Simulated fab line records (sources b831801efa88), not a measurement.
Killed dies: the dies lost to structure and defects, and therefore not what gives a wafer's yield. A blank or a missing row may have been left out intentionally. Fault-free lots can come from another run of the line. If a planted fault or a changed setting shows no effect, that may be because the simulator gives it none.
fab line records    flow gf180mcu
record: lots: 12  wafers: 36  lastDay: 34
route steps=602 shown M1@329 V1@337 M2@362
lots with no fault: from the same line, run without faults
startH: hours from the record's first day to the start of the lot's first wafer shown    waitH: hours elapsed since this lot's preceding step    " repeats the value in the row above    L1.1+2: one row covering several wafers at once    - value missing, or start not given    * or withheld: withheld    < > ~ a bound
route shown NAME@n: NAME is a module with steps in the file, n the number in the route of the first one    usual: average and standard deviation across the fault-free wafers    same: alike in all rows    chamber/n: place in a boat    sites: the reading at each site    _std_site: the standard deviation of these    _edge_site: mean of outer sites minus mean of inner sites    radiusMm: how far each site lies from the wafer's centre    mask NAME#n: copy n    behind: the tool/chamber that last shaped the wafer    hold: why the lot was held/for how many hours/how that ended    device: whichever transistor did not switch (one of n, p or np)    end of line: the route-end tests of the same wafers    step lacking rows: just its recipe    killed: dies lost to structure and defects at the first sort, not the wafer's yield    map: per-die view of a wafer (x killed, . not killed, _ where there is no die)
set.NAME: the setting the step ran with; set.NAME@STEP: the setting that earlier step ran with    model.NAME: the simulator's own value behind a step, which no gauge read
steps of the route over a sample of lots; a table a step, a row a wafer
services: from which hour (startH, from the record's first day; less than 0 if before it) a tool's chamber was out of use, for how many hours, and why
== steps ==
step: GF_M1_CD_MEAS_14
recipe: targetCdNm: 230
usual: cdNm: 229.9/1.4
lot.wafer  tool      chamber  startH  waitH  cdNm
L346.2     cdSem-02  -        395.77  0.1    229.2
L346.4     "         -        "       "      229.9
L346.5     "         -        "       "      230.5
L347.1     cdSem-02  -        405.30  0.1    230.7
L347.4     "         -        "       "      231.0
L347.5     "         -        "       "      229.4
L352.1     cdSem-01  -        453.55  0.1    228.3
L352.5     "         -        "       "      228.7
L352.6     "         -        "       "      228.0
L358.1     cdSem-01  -        503.65  0.1    229.3
L358.2     "         -        "       "      229.5
L358.6     "         -        "       "      229.7
L359.1     cdSem-01  -        511.80  0.1    231.2
L359.2     "         -        "       "      231.7
L359.4     "         -        "       "      231.4
L360.1     cdSem-01  -        518.60  0.1    229.0
L360.2     "         -        "       "      229.7
L360.4     "         -        "       "      229.1
L362.2     cdSem-01  -        540.58  0.1    228.5
L362.3     "         -        "       "      227.8
L362.5     "         -        "       "      228.2
L363.2     cdSem-01  -        543.32  0.1    228.1
L363.3     "         -        "       "      226.9
L363.4     "         -        "       "      227.5
L364.4     cdSem-02  -        552.92  0.1    231.7
L364.5     "         -        "       "      231.8
L364.6     "         -        "       "      230.1
L365.1     cdSem-02  -        558.71  0.1    232.6
L365.3     "         -        "       "      231.1
L365.5     "         -        "       "      231.4
L366.1     cdSem-01  -        567.78  0.3    228.3
L366.2     "         -        "       "      227.5
L366.3     "         -        "       "      228.7
L367.2     cdSem-02  -        576.71  0.1    230.0
L367.3     "         -        "       "      230.7
L367.6     "         -        "       "      230.1
step: GF_V1_CVD_02
recipe: material: SiO2  targetThkNm: 850  precursor: TEOS  tempC: 400  timeS: 94.851  rfW: 600
usual: heaterPowerW: 645/130  rfFwdPowerW: 596.8/2
lot.wafer  tool      chamber  startH  waitH  heaterPowerW  rfFwdPowerW
L346.2     pecvd-01  1        396.83  0.0    770           597.7
L346.4     "         2        "       "      680           597.2
L346.5     "         0        "       "      435           597.3
L347.1     pecvd-04  2        406.25  0.1    876           598.6
L347.4     "         2        "       "      676           594.1
L347.5     "         0        "       "      633           596.6
L352.1     pecvd-03  1        454.50  0.1    686           599.9
L352.5     "         0        "       "      731           595.1
L352.6     "         2        "       "      533           594.4
L358.1     pecvd-01  2        504.63  0.1    772           597.9
L358.2     "         0        "       "      490           599.5
L358.6     "         0        "       "      380           595.8
L359.1     pecvd-01  2        512.76  0.1    628           594.1
L359.2     "         1        "       "      835           597.4
L359.4     "         2        "       "      692           598.1
L360.1     pecvd-03  2        519.75  0.1    504           594.3
L360.2     "         0        "       "      634           595.0
L360.4     "         1        "       "      575           596.2
L362.2     pecvd-01  0        541.55  0.0    416           593.9
L362.3     "         2        "       "      712           600.2
L362.5     "         0        "       "      463           595.0
L363.2     pecvd-04  1        544.26  0.0    860           594.2
L363.3     "         2        "       "      757           596.9
L363.4     "         2        "       "      804           601.6
L364.4     pecvd-01  1        553.84  0.1    683           595.8
L364.5     "         2        "       "      740           597.2
L364.6     "         0        "       "      384           598.6
L365.1     pecvd-03  2        559.66  0.1    533           595.5
L365.3     "         1        "       "      680           595.7
L365.5     "         2        "       "      564           595.5
L366.1     pecvd-03  1        568.77  0.1    710           598.2
L366.2     "         2        "       "      519           599.7
L366.3     "         0        "       "      701           597.3
L367.2     pecvd-03  1        577.65  0.0    718           595.8
L367.3     "         2        "       "      525           597.0
L367.6     "         2        "       "      437           599.0
step: GF_V1_STRIP_18
recipe: chemistry: O2/N2  powerW: 1400  pressureMtorr: 1500  platenTempC: 250  o2FlowSccm: 3000  n2FlowSccm: 300  overashFraction: 0.5
usual: drypumpMotorCurrentA: 5.9/0.39  heaterPowerW: 359/50  oesProductAu: 0.593/0.0055
lot.wafer  tool            chamber  startH  waitH  drypumpMotorCurrentA  heaterPowerW  oesProductAu  rfHoursCounterH
L346.2     plasmaAsher-02  1        421.54  -      5.5                   389           0.585         32
L346.4     "               1        "       "      5.5                   397           0.592         -
L346.5     "               0        "       "      6.4                   291           0.585         -
L347.1     plasmaAsher-01  0        430.64  -      5.6                   375           0.582         0
L347.4     "               1        "       "      5.9                   393           0.579         -
L347.5     "               1        "       "      5.9                   390           0.593         -
L352.1     plasmaAsher-02  1        479.69  -      5.5                   400           0.588         39
L352.5     "               0        "       "      6.3                   283           0.592         -
L352.6     "               1        "       "      5.5                   405           0.599         -
L358.1     plasmaAsher-01  1        528.44  -      5.9                   380           0.590         9
L358.2     "               0        "       "      5.6                   362           0.597         9
L358.6     "               1        "       "      5.9                   381           0.589         -
L359.1     plasmaAsher-04  0        536.64  -      6.1                   322           0.596         74
L359.2     "               1        "       "      6.6                   438           0.588         74
L359.4     "               1        "       "      6.6                   431           0.591         -
L360.1     plasmaAsher-01  0        542.74  -      5.6                   370           0.594         10
L360.2     "               1        "       "      5.9                   379           0.590         10
L360.4     "               0        "       "      5.6                   371           0.597         -
L362.2     plasmaAsher-02  1        564.29  -      5.5                   395           0.594         48
L362.3     "               0        "       "      6.4                   284           0.602         -
L362.5     "               0        "       "      6.4                   278           0.593         -
L363.2     plasmaAsher-02  1        567.53  -      5.5                   396           0.593         48
L363.3     "               1        "       "      5.5                   392           0.597         -
L363.4     "               0        "       "      6.4                   284           0.596         -
L364.4     plasmaAsher-01  0        577.02  -      5.6                   381           0.602         -
L364.5     "               1        "       "      5.9                   376           0.601         -
L364.6     "               0        "       "      5.6                   373           0.591         -
L365.1     plasmaAsher-01  0        582.78  -      5.6                   359           0.595         15
L365.3     "               1        "       "      5.9                   380           0.592         -
L365.5     "               0        "       "      5.6                   370           0.583         -
L366.1     plasmaAsher-02  1        591.19  -      5.5                   398           0.591         51
L366.2     "               0        "       "      6.4                   281           0.598         51
L366.3     "               1        "       "      5.5                   407           0.601         -
L367.2     plasmaAsher-01  1        599.79  -      5.9                   387           0.592         16
L367.3     "               1        "       "      5.9                   380           0.595         -
L367.6     "               0        "       "      5.6                   374           0.591         -
step: GF_M2_SPUTTER_00
recipe: material: Ti  targetThkNm: 37.5  arrivingIonEnergyEv: 80  substrateTempC: 200  chamberPressurePa: 2  powerW: 4000  timeS: 150
usual: cathodeDcPowerW: 4000.0/0.68  chamberPressurePa: 2.000/0.0039  throttleValvePct: 30.2/1
lot.wafer  tool           chamber  startH  waitH  cathodeDcPowerW  chamberPressurePa  throttleValvePct
L346.2     pvdSputter-04  -        422.77  0.1    3999.9           2.000              28.5
L346.4     "              -        "       "      3998.8           1.995              28.7
L346.5     "              -        "       "      4001.0           2.003              30.9
L347.1     pvdSputter-04  -        432.01  0.2    4000.1           1.995              28.2
L347.4     "              -        "       "      3999.4           1.999              32.2
L347.5     "              -        "       "      3999.3           1.991              28.4
L352.1     pvdSputter-04  -        480.95  0.1    4000.2           2.001              32.0
L352.5     "              -        "       "      3999.2           2.002              28.4
L352.6     "              -        "       "      3999.8           1.996              32.0
L358.1     pvdSputter-03  -        529.66  0.1    -                -                  -
L358.2     "              -        "       "      -                -                  -
L358.6     "              -        "       "      -                -                  -
L359.1     pvdSputter-03  -        537.98  0.2    -                -                  -
L359.2     "              -        "       "      -                -                  -
L359.4     "              -        "       "      -                -                  -
L360.1     pvdSputter-02  -        544.10  0.2    -                -                  -
L360.2     "              -        "       "      -                -                  -
L360.4     "              -        "       "      -                -                  -
L362.2     pvdSputter-03  -        565.51  0.2    3999.6           1.998              30.1
L362.3     "              -        "       "      4000.3           1.997              29.8
L362.5     "              -        "       "      3999.9           2.001              29.7
L363.2     pvdSputter-02  -        568.76  0.2    4000.8           2.005              30.7
L363.3     "              -        "       "      4000.6           2.005              30.9
L363.4     "              -        "       "      4000.2           1.997              30.7
L364.4     pvdSputter-02  -        578.22  0.2    3999.4           2.001              31.2
L364.5     "              -        "       "      4000.2           1.997              31.0
L364.6     "              -        "       "      3999.3           2.000              30.8
L365.1     pvdSputter-02  -        584.01  0.2    3999.0           2.003              30.4
L365.3     "              -        "       "      3999.7           1.994              29.7
L365.5     "              -        "       "      3999.3           2.004              30.9
L366.1     pvdSputter-02  -        592.49  0.2    3999.9           2.004              29.6
L366.2     "              -        "       "      4000.2           1.995              30.8
L366.3     "              -        "       "      4000.1           1.998              31.1
L367.2     pvdSputter-04  -        601.02  0.1    3999.9           1.996              28.3
L367.3     "              -        "       "      3999.5           1.994              30.9
L367.6     "              -        "       "      4000.2           1.998              28.4
step: GF_M2_RS_MEAS_05
recipe: thkMeasGauge: four-point-probe  reads: TiN_of_M2_SPUTTER_04+Ti_of_M2_SPUTTER_03+AlCu_of_M2_SPUTTER_02+TiN_of_M2_SPUTTER_01+Ti_of_M2_SPUTTER_00
usual: M2_ALCU_RS: 0.0696/0.0007
lot.wafer  tool          chamber  startH  waitH  hold                     M2_ALCU_RS[ohm/sq]
L346.2     filmMetro-02  -        423.01  0.0    -                        0.0692
L346.4     "             -        "       "      -                        0.0681
L346.5     "             -        "       "      -                        0.0689
L347.1     filmMetro-02  -        432.23  0.0    -                        0.0706
L347.4     "             -        "       "      -                        0.0695
L347.5     "             -        "       "      -                        0.0698
L352.1     filmMetro-02  -        481.20  0.0    -                        0.0689
L352.5     "             -        "       "      -                        0.0691
L352.6     "             -        "       "      -                        0.0693
L358.1     filmMetro-03  -        529.88  0.0    awaitDispo/0.2h/release  0.0696
L358.2     "             -        "       "      awaitDispo/0.2h/release  0.0711
L358.6     "             -        "       "      awaitDispo/0.2h/release  0.0697
L358.1     filmMetro-03  -        530.17  0.3    -                        0.0696
L358.2     "             -        "       "      -                        0.0711
L358.6     "             -        "       "      -                        0.0696
L359.1     filmMetro-04  -        538.20  0.0    awaitDispo/0.2h/release  0.0690
L359.2     "             -        "       "      awaitDispo/0.2h/release  0.0692
L359.4     "             -        "       "      awaitDispo/0.2h/release  0.0698
L359.1     filmMetro-04  -        538.52  0.3    -                        0.0689
L359.2     "             -        "       "      -                        0.0692
L359.4     "             -        "       "      -                        0.0698
L360.1     filmMetro-04  -        544.32  0.0    awaitDispo/0.2h/release  0.0705
L360.2     "             -        "       "      awaitDispo/0.2h/release  0.0693
L360.4     "             -        "       "      awaitDispo/0.2h/release  0.0697
L360.1     filmMetro-04  -        544.61  0.3    -                        0.0706
L360.2     "             -        "       "      -                        0.0695
L360.4     "             -        "       "      -                        0.0697
L362.2     filmMetro-03  -        565.75  0.0    -                        0.0700
L362.3     "             -        "       "      -                        0.0686
L362.5     "             -        "       "      -                        0.0698
L363.2     filmMetro-03  -        569.00  0.0    -                        0.0702
L363.3     "             -        "       "      -                        0.0704
L363.4     "             -        "       "      -                        0.0692
L364.4     filmMetro-04  -        578.50  0.1    -                        0.0710
L364.5     "             -        "       "      -                        0.0707
L364.6     "             -        "       "      -                        0.0696
L365.1     filmMetro-03  -        584.23  0.0    -                        0.0698
L365.3     "             -        "       "      -                        0.0692
L365.5     "             -        "       "      -                        0.0691
L366.1     filmMetro-04  -        592.71  0.0    -                        0.0682
L366.2     "             -        "       "      -                        0.0698
L366.3     "             -        "       "      -                        0.0690
L367.2     filmMetro-02  -        601.26  0.0    -                        0.0700
L367.3     "             -        "       "      -                        0.0701
L367.6     "             -        "       "      -                        0.0708
== services ==
tool            chamber  startH  hours  kind
pecvd-01        -        377.06  0.6    repair
pvdSputter-02   -        385.18  0.9    repair
pvdSputter-03   -        387.76  21.1   repair
pvdSputter-03   -        420.41  3.6    repair
plasmaAsher-01  -        421.25  9.0    pm
pecvd-04        -        425.12  4.1    repair
plasmaAsher-01  -        431.96  9.9    repair
pecvd-01        1        463.40  19.5   repair
plasmaAsher-01  -        468.45  2.2    repair
pvdSputter-02   -        486.72  6.4    repair
pvdSputter-03   -        489.57  30.4   repair
pvdSputter-04   -        499.70  2.1    repair
plasmaAsher-01  -        512.88  2.8    pm
plasmaAsher-01  -        531.99  4.9    repair
pecvd-03        -        532.98  0.5    repair
pecvd-04        -        549.71  0.7    repair
plasmaAsher-01  -        563.42  0.8    repair
pvdSputter-02   -        563.79  2.6    repair
pecvd-03        1        582.19  11.0   repair
pecvd-04        -        582.29  0.5    repair
pvdSputter-04   -        582.77  1.7    repair
plasmaAsher-01  -        587.28  4.3    pm
pecvd-04        -        591.12  14.0   pm
pecvd-01        -        592.89  2.8    pm
== key ==
firstSign: step: GF_M2_SPUTTER_00  reading: toolRecord  direction: missing
effect: step: GF_M2_RS_MEAS_05  reading: visit  direction: added
metAt GF_M2_SPUTTER_00
struckLots L358,L359,L360
notActingAt GF_M1_CD_MEAS_14,GF_V1_CVD_02,GF_V1_STRIP_18
fault: kind: skippedStepWhole  tool: pvdSputter-02,pvdSputter-03  chamber: -  onsetH: 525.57  steps: GF_M2_SPUTTER_00  scope: struckLotsOnly
